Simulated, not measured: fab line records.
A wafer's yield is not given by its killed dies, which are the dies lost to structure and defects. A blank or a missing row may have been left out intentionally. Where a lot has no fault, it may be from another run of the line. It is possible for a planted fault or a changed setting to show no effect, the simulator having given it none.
fab line records | flow sfq_line
[record] lots = 14 wafers = 42 last_day = 86
route steps=325 shown I6@267
lots that met no fault: from a run of the same line without faults
start_h: the number of hours between the record's first day and the start of the first shown wafer of the lot | wait_h: how many hours have passed since the lot's step before this one | " same as the row above | L1.1+2: several wafers, shown together as one row | - value missing, or start not given | * or withheld: withheld | < > ~ a bound
route shown NAME@n: names a module that has steps shown in the file, with the first one's number in the route | usual: the fault-free wafers' mean and standard deviation | same: alike in all rows | chamber/n: place in a boat | sites: the reading at each site | _std_site: their standard deviation | _edge_site: outer sites' mean less inner sites' | radius_mm: how far each site lies from the wafer's centre | mask NAME#n: copy n | behind: the most recent tool/chamber to have shaped the wafer | hold: why the lot went on hold/how many hours it stayed there/how the hold came to an end | device: whichever transistor did not switch (one of n, p or np) | end of line: at the end of the route, the tests of the same wafers | a step with no rows: only its recipe | killed: dies that structure and defects cost at the first sort, which is not the same as the wafer's yield | map: a wafer's dies, marking killed ones x, the rest . and places with no die _
set.NAME: the setting that was run; set.NAME@STEP: the one run at that earlier step | model.NAME: the simulator's own value behind a step, which no gauge read
the route's steps for a sample of lots (tables are steps, rows are wafers)
services: when a tool's chamber went out of use (start_h, in hours from the record's first day, below 0 if earlier), for how many hours, and the reason
[[steps]]
[step SFQ_TRILAYER_I6_CMP_CMP_166]
[recipe] material = SiO2 down_force_psi = 3 platen_rpm = 60 pad_velocity_m_s = 0.94248
[usual] motor_current_A = 9.8/0.99 time_to_endpoint_s = 216/6.7
// columns lot.wafer tool chamber start_h wait_h motor_current_A time_to_endpoint_s
L159.4 cmp-01 0 1720.81 16.2 9.8 218
L159.6 " 3 1722.31 17.7 10.5 213
L159.5 " 0 " " 10.1 219
L160.1 cmp-02 0 1721.78 16.0 8.8 205
L160.3 " 1 " " 10.5 218
L160.2 " 2 " " 11.1 208
L161.1 cmp-01 1 1778.93 30.8 8.7 209
L161.2 " 3 1779.93 31.8 9.9 204
L161.6 " 1 1780.93 32.8 8.1 210
L162.4 cmp-01 2 1782.43 31.9 9.7 216
L162.2 " 3 " " 10.2 213
L162.1 " 0 " " 10.1 213
L163.4 cmp-02 0 1787.53 33.4 8.4 231
L163.3 " 1 " " 11.7 223
L163.5 " 2 " " 11.4 223
L164.4 cmp-02 0 1789.53 30.6 8.9 230
L164.3 " 1 " " 11.0 228
L164.5 " 0 1791.53 32.6 8.9 219
L165.1 cmp-01 2 1794.43 31.1 9.4 214
L165.4 " 3 " " 9.9 222
L165.6 " 1 1795.93 32.6 8.2 215
L166.1 cmp-01 3 1800.43 33.1 10.2 204
L166.6 " 2 1801.93 34.6 9.3 217
L166.5 " 3 " " 10.2 218
L167.3 cmp-01 1 1802.93 32.4 8.8 201
L167.2 " 0 1804.43 33.9 9.2 217
L167.5 " 2 1805.43 34.9 8.9 220
L170.2 cmp-01 1 1816.98 25.7 8.9 273
L170.6 " 3 1817.98 26.6 9.8 219
L170.5 " 0 " " 9.5 227
L172.1 cmp-02 3 1829.61 19.2 10.7 216
L172.6 " 2 1831.11 20.6 10.7 203
L172.5 " 3 " " 10.9 212
L173.4 cmp-01 1 1830.98 18.1 8.1 287
L173.3 " 2 " " 9.3 280
L173.6 " 1 1832.98 20.1 8.6 202
L178.4 cmp-02 1 1847.11 7.7 10.6 222
L178.3 " 0 1848.61 9.3 8.7 213
L178.6 " 2 1849.61 10.2 11.3 212
L180.2 cmp-02 1 1850.61 2.9 11.5 215
L180.3 " 2 " " 11.8 207
L180.5 " 1 1852.61 4.8 11.0 216
[step SFQ_TRILAYER_I6_METRO_MEASURE_167]
[usual] thk_nm = 200.2/1
// columns lot.wafer tool chamber start_h wait_h thk_nm
L159.4 film_metro-03 - 1724.03 0.6 199.5
L159.5 " - " " 199.2
L159.6 " - " " 197.7
L160.1 film_metro-01 - 1724.40 0.1 200.0
L160.2 " - " " 199.2
L160.3 " - " " 199.6
L161.1 film_metro-03 - 1782.05 0.1 199.5
L161.2 " - " " 200.4
L161.6 " - " " 199.4
L162.1 film_metro-01 - 1785.05 0.1 200.2
L162.2 " - " " 200.4
L162.4 " - " " 199.9
L163.3 film_metro-01 - 1790.05 0.5 200.6
L163.4 " - " " 201.3
L163.5 " - " " 200.0
L164.3 film_metro-01 - 1793.05 0.5 200.8
L164.4 " - " " 200.8
L164.5 " - " " 201.2
L165.1 film_metro-01 - 1797.05 0.1 200.6
L165.4 " - " " 199.8
L165.6 " - " " 199.5
L166.1 film_metro-03 - 1803.05 0.1 200.8
L166.5 " - " " 201.0
L166.6 " - " " 201.6
L167.2 film_metro-04 - 1806.25 0.3 200.9
L167.3 " - " " 200.0
L167.5 " - " " 201.6
L170.2 film_metro-01 - 1819.30 0.3 301.3
L170.5 " - " " 200.8
L170.6 " - " " 198.5
L172.1 film_metro-01 - 1832.23 0.1 201.2
L172.5 " - " " 199.9
L172.6 " - " " 199.2
L173.3 film_metro-03 - 1834.50 0.5 304.1
L173.4 " - " " 306.6
L173.6 " - " " 200.0
L178.3 film_metro-01 - 1850.63 0.5 200.8
L178.4 " - " " 202.0
L178.6 " - " " 201.4
L180.2 film_metro-01 - 1853.43 0.3 200.4
L180.3 " - " " 200.1
L180.5 " - " " 200.9
[step SFQ_TRILAYER_I6_VIA_ETCH_VIA_ETCH_172]
[recipe] target = SiO2 stop_on = Nb mask_material = PR taper_deg = 20 chemistry = CHF3 target_depth_nm = 260 source_w = 500 bias_w = 80 pressure_mtorr = 30 time_s = withheld
[usual] drypump_motor_current_A = 5.7/0.61 oes_product_au = 0.855/0.0051
// columns lot.wafer tool chamber start_h wait_h drypump_motor_current_A oes_product_au
L159.4 rie_diel-04 1 1826.26 0.0 4.9 0.856
L159.5 " 3 " " 6.0 0.852
L159.6 " 2 " " 5.2 0.847
L160.1 rie_diel-01 1 1827.46 0.0 5.1 0.855
L160.2 " 3 " " 6.0 0.849
L160.3 " 2 " " 5.8 0.859
L161.1 rie_diel-04 2 1868.82 0.0 5.1 0.854
L161.2 " 1 " " 4.9 0.859
L161.6 " 1 " " 4.9 0.864
L162.1 rie_diel-03 3 1871.22 0.0 5.8 0.858
L162.2 " 2 " " 6.4 0.859
L162.4 " 2 " " 6.4 0.851
L163.3 rie_diel-01 3 1874.95 0.0 6.1 0.845
L163.4 " 2 " " 5.8 0.856
L163.5 " 3 " " 6.0 0.858
L164.3 rie_diel-04 2 1878.55 0.0 5.2 0.854
L164.4 " 0 " " 5.1 0.861
L164.5 " 1 " " 4.9 0.858
L165.1 rie_diel-03 3 1884.55 0.0 5.8 0.857
L165.4 " 2 " " 6.4 0.857
L165.6 " 0 " " 6.1 0.855
L166.1 rie_diel-04 2 1890.45 0.0 5.1 0.855
L166.5 " 0 " " 5.1 0.859
L166.6 " 3 " " 6.0 0.849
L167.2 rie_diel-03 1 1892.85 0.0 6.8 0.869
L167.3 " 3 " " 5.8 0.852
L167.5 " 1 " " 6.8 0.858
L170.2 rie_diel-04 3 1904.91 0.0 6.0 0.998
L170.5 " 0 " " 5.1 0.855
L170.6 " 1 " " 4.9 0.856
L172.1 rie_diel-04 1 1922.91 0.0 4.9 0.858
L172.5 " 1 " " 4.9 0.858
L172.6 " 0 " " 5.1 0.857
L173.3 rie_diel-03 2 1926.51 0.0 6.4 0.990
L173.4 " 0 " " 6.1 1.001
L173.6 " 1 " " 6.8 0.856
L178.3 rie_diel-01 3 1944.69 0.0 6.1 0.849
L178.4 " 1 " " 5.0 0.857
L178.6 " 0 " " 5.4 0.861
L180.2 rie_diel-03 3 1949.49 0.0 5.8 0.854
L180.3 " 0 " " 6.2 0.854
L180.5 " 2 " " 6.4 0.850
[[services]]
// columns tool chamber start_h hours kind
rie_diel-03 2 1715.85 4.8 repair
film_metro-03 - 1718.80 1.0 pm
film_metro-03 - 1720.54 2.5 pm
rie_diel-04 0 1729.49 3.9 repair
cmp-01 - 1732.21 0.5 repair
cmp-01 - 1741.26 0.3 repair
cmp-01 - 1747.95 7.0 pm
rie_diel-03 3 1754.90 2.5 repair
rie_diel-03 - 1775.55 2.8 pm
cmp-02 - 1782.53 4.0 pm
film_metro-01 - 1786.44 0.5 pm
cmp-02 - 1795.53 6.6 pm
rie_diel-03 2 1849.99 4.0 repair
cmp-02 - 1854.01 2.8 repair
film_metro-01 - 1860.45 0.5 pm
cmp-02 - 1865.29 2.2 repair
rie_diel-03 2 1884.65 10.0 repair
film_metro-01 - 1896.46 0.3 pm
rie_diel-04 3 1912.22 30.6 repair
film_metro-01 - 1912.63 0.6 pm
film_metro-01 - 1915.71 4.9 pm
film_metro-01 - 1920.61 2.0 pm
cmp-01 - 1935.81 1.1 repair
cmp-01 - 1942.64 4.0 pm
[[key]]
[first_sign] step = SFQ_TRILAYER_I6_CMP_CMP_166 reading = time_to_endpoint_s direction = up sigmas = 9.5 usual = * struck = *
[effect] step = SFQ_TRILAYER_I6_METRO_MEASURE_167 reading = thk_nm direction = up sigmas = 99+ usual = 200.2 struck = 304.0
[effect] step = SFQ_TRILAYER_I6_VIA_ETCH_VIA_ETCH_172 reading = oes_product_au direction = up sigmas = 28 usual = 0.855 struck = 0.996
met_at SFQ_TRILAYER_I6_CMP_CMP_166
struck_lots L170,L173
struck_wafers L170.2,L173.3,L173.4
onset_between 1802.93 1816.98
[fault] kind = process_parameter_drift tool = cmp-01 chamber = - onset_h = 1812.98 steps = SFQ_TRILAYER_I6_CMP_CMP_166 channel = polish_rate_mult offset = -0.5 shape = step end_h = 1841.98 scope = struck_wafers_only
